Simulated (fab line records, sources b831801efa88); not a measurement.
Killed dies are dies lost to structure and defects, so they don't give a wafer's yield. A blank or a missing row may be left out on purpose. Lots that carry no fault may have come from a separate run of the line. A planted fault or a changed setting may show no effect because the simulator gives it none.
Problem report, 8D (eight disciplines) form, completed by code / flow gf180mcu / the parts of the form that need people (team, actions taken, sign-off) are left out

1. WHAT IS WRONG
NSD_RS at GF_PSD_RS_MEAS_14 reads a mean of 39.74 ohm/sq on 1 wafer of 1 lot; wafers without a fault read 46.12 ohm/sq with a standard deviation of 0.086. That puts it -74 standard deviations away from the usual mean.
The step: measures by four-point-probe.
First observed at day 17 18:40: wafer L906.5, on filmMetro-04. The record holds 38 wafers of 13 lots with a number at this step. By rule, "out" or "out of limits" means more than 4 standard deviations away from the usual mean. The rest of the wafers with a number are treated as sound.

2. WHAT IT IS AND WHAT IT IS NOT
question=which readings at this step | is=NSD_RS | is not=-
question=which lots | is=L906 | is not=L896, L897, L898, L899, L900, L901, L902, L913, L916, L917, L918, L919
question=which wafers of those lots | is=L906.5 | is not=L906.4
question=read on which gauges | is=filmMetro-04 | is not=filmMetro-01, filmMetro-03
question=when | is=from day 17 18:40 | is not=up to then (22 sound wafers); but 15 sound wafers of L913, L916, L917, L918, L919 came after

3. SUSPECTS, AND WHAT RULES EACH OUT
Counting: if a tool at a process step up to the reading ran every lot that is out, it stays a suspect. Sound lots after the first of them don't rule it out here, since some wafers of a struck lot are sound.
- the gauge at GF_PSD_RS_MEAS_14 has been ruled out. All the wafers that are out were read on filmMetro-04, but those of them that GF_PSD_RTA_13 has rows for are out there too, on other tools.
- rtpAnneal-01 at GF_PSD_RTA_13 (time 20 s): kept. It ran the lot that is out, L906 (day 17 18:34); its last sound lot up to then is L900 (day 15 16:14). Out on those wafers are its own readings of runLengthS.
After counting, what remains is rtpAnneal-01 at GF_PSD_RTA_13.

4. THE CAUSE (what the simulator had put in)
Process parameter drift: rtpAnneal-01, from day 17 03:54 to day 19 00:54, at GF_PSD_RTA_13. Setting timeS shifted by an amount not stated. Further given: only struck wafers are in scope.
This tool alone remained once counting was done.

5. THE CHAIN OF EFFECTS, in route order
Each row: a reading whose mean over the struck wafers that have a number lies more than 3 standard deviations from the usual. Only readings for which the record gives a usual standard deviation are gone through. hours: the time from each lot's start at the first step in this table that gives one to its start at this step, as a median over the lots. sigmas: the change in usual standard deviations.
hours=0; step=GF_PSD_RTA_13; reading=runLengthS; usual=48.6 s; on struck wafers=91.7; change=+43.1; sigmas=+99 or more
hours=0; step=GF_PSD_RS_MEAS_14; reading=NSD_RS; usual=46.12 ohm/sq; on struck wafers=39.74; change=-6.38; sigmas=-74
hours=0; step=GF_PSD_RS_MEAS_15; reading=PSD_RS; usual=108.54 ohm/sq; on struck wafers=96.73; change=-11.81; sigmas=-39
Process steps it contains:
- GF_PSD_RTA_13: time 20 s.
At these later measuring or inspecting steps, every struck wafer for which the step has a row has a number for every such reading, and none has moved that far: GF_V1_BOW_MEAS_05, GF_V3_THK_MEAS_01.

6. WHAT WOULD HAVE CAUGHT IT SOONER
Counted from the fault's start at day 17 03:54, it took 15 hours until the first out-of-limits reading at a measuring or inspecting step in this record, taken at day 17 18:40.
At GF_PSD_RTA_13, the tool's own readings (runLengthS) were out on each struck wafer the step has a row for, so an alarm limit on them would have fired on the first such wafer.
By day 17 18:40, every lot that is out (1) had started GF_PSD_RTA_13 on rtpAnneal-01. A hold on the tool at that time would have spared none of them.
